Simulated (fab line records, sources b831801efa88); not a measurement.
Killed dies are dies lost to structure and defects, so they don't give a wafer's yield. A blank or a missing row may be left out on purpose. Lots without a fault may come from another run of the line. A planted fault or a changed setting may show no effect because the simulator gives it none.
fab line records | flow gf180mcu
record lots=13 wafers=39 last_day=34
route steps=602 shown VT_IMPLANT@93 M1@316 V1@338 V3@450
lots that met no fault: from a run of the same line without faults
start_h: hours from the record's first day to the start of the lot's first wafer shown | wait_h: hours since the lot's step before | " the same as in the row above | L1.1+2: a row that stands for several wafers | - no value, or no start given | * or withheld: withheld | < > ~ a bound
route shown NAME@n: a module of which the file shows steps, and the number in the route of the first | usual: mean/standard deviation of fault-free wafers | same: alike in all rows | chamber/n: place in a boat | sites: the reading at each site | _std_site: their standard deviation | _edge_site: outer sites' mean less inner sites' | radius_mm: how far each site lies from the wafer's centre | mask NAME#n: copy n | behind: the tool/chamber that last shaped the wafer | hold: why the lot was held/for how many hours/how that ended | device: the transistor (n, p or np) that didn't switch | end of line: the same wafers' tests at the end of the route | a step without rows: its recipe alone | killed: dies lost to structure and defects at the first sort, not the wafer's yield | map: a wafer's dies, x killed, . not, _ none there
set.NAME: the setting as run; set.NAME@STEP: as run at that earlier step | model.NAME: the simulator's own value behind a step, which no gauge read
steps of the route over a sample of lots; a table a step, a row a wafer
services: from which hour (start_h, from the record's first day; less than 0 if before it) a tool's chamber was out of use, for how many hours, and why
## steps
# step GF_VT_IMPLANT_SOFTBAKE_03
# recipe temp_c=90 time_s=60 resist=NOVOLAK
# usual heater_power_total_W=56.60/0.046
# columns lot.wafer tool chamber start_h wait_h heater_power_total_W
L680.1 litho_track-02 0 123.20 0.1 56.57
L680.3 " 0 " " 56.67
L680.4 " 0 " " 56.63
L681.3 litho_track-02 0 129.35 0.1 56.56
L681.4 " 0 " " 56.60
L681.5 " 0 " " 56.59
L682.2 litho_track-02 0 133.83 0.1 56.63
L682.3 " 0 " " 56.59
L682.6 " 0 " " 56.54
L683.1 litho_track-04 0 139.61 0.1 56.55
L683.4 " 0 " " 56.62
L683.5 " 0 " " 56.63
L685.1 litho_track-01 0 153.91 0.1 56.57
L685.2 " 0 " " 56.62
L685.3 " 0 " " 56.58
L686.1 litho_track-01 0 157.81 0.1 56.61
L686.4 " 0 " " 56.57
L686.5 " 0 " " 56.60
L687.2 litho_track-02 0 163.38 0.1 56.49
L687.4 " 0 " " 56.60
L687.5 " 0 " " 56.54
L688.1 litho_track-01 0 168.76 0.1 56.56
L688.2 " 0 " " 56.65
L688.3 " 0 " " 56.64
L694.2 litho_track-04 0 208.28 0.1 56.61
L694.3 " 0 " " 56.50
L694.5 " 0 " " 56.61
L696.4 litho_track-01 0 218.88 0.1 56.51
L696.5 " 0 " " 56.57
L696.6 " 0 " " 56.57
L697.1 litho_track-04 0 222.31 0.1 69.84
L697.3 " 0 " " 69.77
L697.5 " 0 " " 69.79
L699.2 litho_track-04 0 235.93 0.1 69.81
L699.3 " 0 " " 69.71
L699.6 " 0 " " 69.77
L700.3 litho_track-01 0 242.66 0.1 56.57
L700.4 " 0 " " 56.57
L700.5 " 0 " " 56.53
# step GF_VT_IMPLANT_STRIP_09
# recipe chemistry=O2/N2 power_w=1400 pressure_mtorr=1500 platen_temp_c=250 o2_flow_sccm=3000 n2_flow_sccm=300 overash_fraction=0.5
# usual drypump_motor_current_A=5.9/0.57 heater_power_w=361/49 oes_product_au=0.715/0.0044 strip_time_to_endpoint_s=12.63/0.037
# columns lot.wafer tool chamber start_h wait_h drypump_motor_current_A heater_power_w oes_product_au rf_hours_counter_h strip_time_to_endpoint_s
L680.1 plasma_asher-03 1 130.94 0.1 4.9 299 0.712 51 12.57
L680.3 " 1 " " 4.9 297 0.715 - 12.60
L680.4 " 0 " " 6.2 404 0.712 - 12.59
L681.3 plasma_asher-03 1 137.18 0.1 4.9 299 0.713 - 12.63
L681.4 " 0 " " 6.2 408 0.711 - 12.67
L681.5 " 1 " " 4.9 308 0.709 - 12.63
L682.2 plasma_asher-03 0 142.14 0.1 6.2 403 0.710 52 12.64
L682.3 " 0 " " 6.2 414 0.714 - 12.60
L682.6 " 1 " " 4.9 302 0.718 - 12.63
L683.1 plasma_asher-03 1 147.44 0.1 4.9 302 0.712 53 12.63
L683.4 " 0 " " 6.2 406 0.709 - 12.65
L683.5 " 0 " " 6.2 411 0.721 - 12.66
L685.1 plasma_asher-03 1 161.65 0.1 4.9 303 0.722 56 12.63
L685.2 " 0 " " 6.2 417 0.714 56 12.64
L685.3 " 1 " " 4.9 304 0.719 - 12.67
L686.1 plasma_asher-03 0 165.59 0.1 6.2 406 0.719 57 12.57
L686.4 " 0 " " 6.2 413 0.708 - 12.53
L686.5 " 1 " " 4.9 307 0.709 - 12.56
L687.2 plasma_asher-04 0 171.84 0.1 6.1 314 0.712 37 12.59
L687.4 " 1 " " 6.6 431 0.710 - 12.62
L687.5 " 0 " " 6.1 317 0.710 - 12.63
L688.1 plasma_asher-01 0 177.19 0.1 5.6 362 0.714 49 12.63
L688.2 " 1 " " 5.9 360 0.712 49 12.64
L688.3 " 0 " " 5.6 360 0.713 - 12.64
L694.2 plasma_asher-04 1 216.95 0.1 6.6 418 0.712 42 12.67
L694.3 " 0 " " 6.1 317 0.717 - 12.66
L694.5 " 1 " " 6.7 426 0.713 - 12.67
L696.4 plasma_asher-01 1 228.77 0.1 5.9 359 0.709 - 12.65
L696.5 " 0 " " 5.6 366 0.717 - 12.63
L696.6 " 1 " " 5.9 344 0.718 - 12.61
L697.1 plasma_asher-03 1 231.45 0.1 4.9 303 0.723 64 12.78
L697.3 " 0 " " 6.2 405 0.717 - 12.81
L697.5 " 1 " " 4.9 300 0.717 - 12.76
L699.2 plasma_asher-04 0 245.44 0.1 6.1 319 0.721 45 12.79
L699.3 " 1 " " 6.6 436 0.720 - 12.83
L699.6 " 0 " " 6.1 313 0.718 - 12.78
L700.3 plasma_asher-04 1 252.23 0.1 6.7 429 0.711 - 12.64
L700.4 " 0 " " 6.1 313 0.720 - 12.63
L700.5 " 1 " " 6.7 437 0.714 - 12.64
# step GF_M1_SPUTTER_01
# recipe material=TiN target_thk_nm=30 power_w=6500 time_s=25 chamber_pressure_pa=0.4
# usual cathode_dc_power_W=6500.0/1.2 throttle_valve_pct=30.3/1
# columns lot.wafer tool chamber start_h wait_h cathode_dc_power_W throttle_valve_pct
L680.1 pvd_sputter-01 - 391.06 0.1 6499.9 30.3
L680.3 " - " " 6499.6 28.8
L680.4 " - " " 6501.2 30.7
L681.3 pvd_sputter-04 - 401.90 0.1 6499.9 28.7
L681.4 " - " " 6498.8 30.7
L681.5 " - " " 6497.8 28.5
L682.2 pvd_sputter-01 - 411.47 0.1 6500.7 28.9
L682.3 " - " " 6500.5 30.2
L682.6 " - " " 6500.4 30.7
L683.1 pvd_sputter-02 - 414.71 0.1 6499.1 30.3
L683.4 " - " " 6499.8 29.4
L683.5 " - " " 6500.9 30.3
L685.1 pvd_sputter-02 - 437.82 0.1 6499.8 29.5
L685.2 " - " " 6500.0 30.4
L685.3 " - " " 6499.2 30.9
L686.1 pvd_sputter-04 - 443.31 0.1 6498.3 28.6
L686.4 " - " " 6498.6 32.2
L686.5 " - " " 6500.4 28.2
L687.2 pvd_sputter-01 - 450.85 0.1 6499.4 29.2
L687.4 " - " " 6499.1 31.0
L687.5 " - " " 6499.8 31.2
L688.1 pvd_sputter-01 - 459.21 0.1 6501.3 30.6
L688.2 " - " " 6496.3 30.3
L688.3 " - " " 6498.5 31.5
L694.2 pvd_sputter-01 - 517.86 0.1 6499.7 30.3
L694.3 " - " " 6498.9 28.9
L694.5 " - " " 6499.9 28.9
L696.4 pvd_sputter-04 - 530.17 0.1 6500.3 30.9
L696.5 " - " " 6499.9 28.6
L696.6 " - " " 6500.2 32.0
L697.1 pvd_sputter-02 - 536.41 0.1 6499.1 30.8
L697.3 " - " " 6501.4 30.6
L697.5 " - " " 6499.9 30.5
L699.2 pvd_sputter-01 - 554.33 0.1 6500.5 31.7
L699.3 " - " " 6500.6 29.2
L699.6 " - " " 6499.4 29.0
L700.3 pvd_sputter-01 - 557.95 0.1 6501.8 31.6
L700.4 " - " " 6498.4 28.8
L700.5 " - " " 6498.8 31.2
# step GF_V1_THK_MEAS_03
# recipe reads=SiO2_of_V1_CVD_02
# usual V1_CVD_02_THK=852/12
# columns lot.wafer tool chamber start_h wait_h V1_CVD_02_THK[nm]
L680.1 film_metro-01 - 415.86 0.0 843
L680.3 " - " " 831
L680.4 " - " " 853
L681.3 film_metro-02 - 427.30 0.1 849
L681.4 " - " " 860
L681.5 " - " " 886
L682.2 film_metro-02 - 437.11 0.0 843
L682.3 " - " " 846
L682.6 " - " " 867
L683.1 film_metro-03 - 439.68 0.0 858
L683.4 " - " " 876
L683.5 " - " " 880
L685.1 film_metro-02 - 463.66 0.1 841
L685.2 " - " " 837
L685.3 " - " " 848
L686.1 film_metro-03 - 469.01 0.1 841
L686.4 " - " " 854
L686.5 " - " " 845
L687.2 film_metro-01 - 475.68 0.0 843
L687.4 " - " " 849
L687.5 " - " " 859
L688.1 film_metro-03 - 484.68 0.0 834
L688.2 " - " " 843
L688.3 " - " " 842
L694.2 film_metro-02 - 541.62 0.0 850
L694.3 " - " " 834
L694.5 " - " " 861
L696.4 film_metro-01 - 553.91 0.0 853
L696.5 " - " " 853
L696.6 " - " " 854
L697.1 film_metro-03 - 559.73 0.0 826
L697.3 " - " " 846
L697.5 " - " " 855
L699.2 film_metro-03 - 577.72 0.0 861
L699.3 " - " " 851
L699.6 " - " " 849
L700.3 film_metro-03 - 580.46 0.1 844
L700.4 " - " " 859
L700.5 " - " " 852
# step GF_V3_SPUTTER_21
# recipe material=Ti target_thk_nm=15 chamber_pressure_pa=5 power_w=2500 substrate_temp_c=200 time_s=80.02
# usual cathode_dc_power_W=2500.0/0.44 throttle_valve_pct=30.3/0.63
# columns lot.wafer tool chamber start_h wait_h cathode_dc_power_W throttle_valve_pct
L680.1 pvd_sputter-03 - 541.75 0.0 2499.7 30.1
L680.3 " - " " 2500.4 29.5
L680.4 " - " " 2500.3 30.6
L681.3 pvd_sputter-02 - 552.97 0.0 2499.5 30.8
L681.4 " - " " 2500.4 29.8
L681.5 " - " " 2499.7 29.6
L682.2 pvd_sputter-01 - 562.37 0.0 2498.9 30.0
L682.3 " - " " 2500.2 28.9
L682.6 " - " " 2499.8 31.3
L683.1 pvd_sputter-01 - 564.62 0.0 2500.9 30.7
L683.4 " - " " 2499.8 29.1
L683.5 " - " " 2500.4 30.8
L685.1 pvd_sputter-01 - 585.91 0.0 2500.8 29.2
L685.2 " - " " 2501.0 31.3
L685.3 " - " " 2500.1 30.8
L686.1 pvd_sputter-03 - 590.17 0.0 2500.0 30.1
L686.4 " - " " 2499.6 30.0
L686.5 " - " " 2500.1 29.8
L687.2 pvd_sputter-01 - 596.67 0.0 2500.0 30.8
L687.4 " - " " 2500.5 31.1
L687.5 " - " " 2499.1 29.1
L688.1 pvd_sputter-02 - 605.25 0.0 2500.0 30.7
L688.2 " - " " 2500.1 29.7
L688.3 " - " " 2500.1 30.8
L694.2 pvd_sputter-02 - 654.48 0.0 2499.6 29.5
L694.3 " - " " 2499.3 30.4
L694.5 " - " " 2499.7 29.6
L696.4 pvd_sputter-02 - 666.07 0.0 2500.3 30.7
L696.5 " - " " 2501.3 31.0
L696.6 " - " " 2500.4 30.7
L697.1 pvd_sputter-01 - 672.87 0.0 2500.0 30.7
L697.3 " - " " 2500.0 29.0
L697.5 " - " " 2500.0 31.6
L699.2 pvd_sputter-02 - 686.36 0.0 2500.2 30.8
L699.3 " - " " 2500.2 30.7
L699.6 " - " " 2500.1 30.5
L700.3 pvd_sputter-03 - 688.63 0.0 2500.5 30.6
L700.4 " - " " 2499.8 30.0
L700.5 " - " " 2500.0 30.0
## services
# columns tool chamber start_h hours kind
pvd_sputter-01 - 118.36 2.0 repair
pvd_sputter-02 - 139.47 0.6 repair
pvd_sputter-02 - 146.23 32.7 repair
pvd_sputter-01 - 205.10 1.4 repair
pvd_sputter-01 - 256.37 8.3 repair
pvd_sputter-02 - 277.95 3.2 repair
pvd_sputter-02 - 307.43 1.5 repair
pvd_sputter-01 - 321.65 2.9 repair
pvd_sputter-01 - 341.21 3.5 repair
pvd_sputter-02 - 385.18 0.9 repair
plasma_asher-03 - 386.89 0.8 repair
pvd_sputter-01 - 417.52 0.7 repair
pvd_sputter-02 - 486.72 6.4 repair
pvd_sputter-01 - 521.01 4.3 repair
pvd_sputter-01 - 527.58 12.1 repair
pvd_sputter-02 - 563.79 2.6 repair
plasma_asher-03 - 570.17 25.4 repair
plasma_asher-03 - 575.25 6.3 repair
plasma_asher-03 - 602.59 2.8 pm
plasma_asher-03 - 607.05 7.1 repair
pvd_sputter-01 - 640.25 1.4 repair
pvd_sputter-01 - 654.33 2.0 repair
pvd_sputter-02 - 670.03 1.7 repair
plasma_asher-03 - 674.48 4.3 repair
## key
first_sign step=GF_VT_IMPLANT_SOFTBAKE_03 reading=heater_power_total_W direction=up sigmas=99+ usual=56.60 struck=69.78
effect step=GF_VT_IMPLANT_STRIP_09 reading=strip_time_to_endpoint_s direction=up sigmas=4.3 usual=* struck=*
met_at GF_VT_IMPLANT_SOFTBAKE_03
struck_lots L697,L699
tester_left_out L697,L699
not_acting_at GF_M1_SPUTTER_01,GF_V1_THK_MEAS_03,GF_V3_SPUTTER_21
onset_between 208.28 222.31
fault kind=process_parameter_drift tool=litho_track-04 chamber=- onset_h=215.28 steps=GF_VT_IMPLANT_SOFTBAKE_03 channel=time_s offset=* shape=step end_h=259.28 acts_in=* stated=*
# tester_left_out: of these lots the tester's yield and bins aren't shown, on N5 and GAA mostly nor the transistor test; their killed dies are dies lost to structure and defects alone, not to doping, threshold or leakage, so they don't give the yield
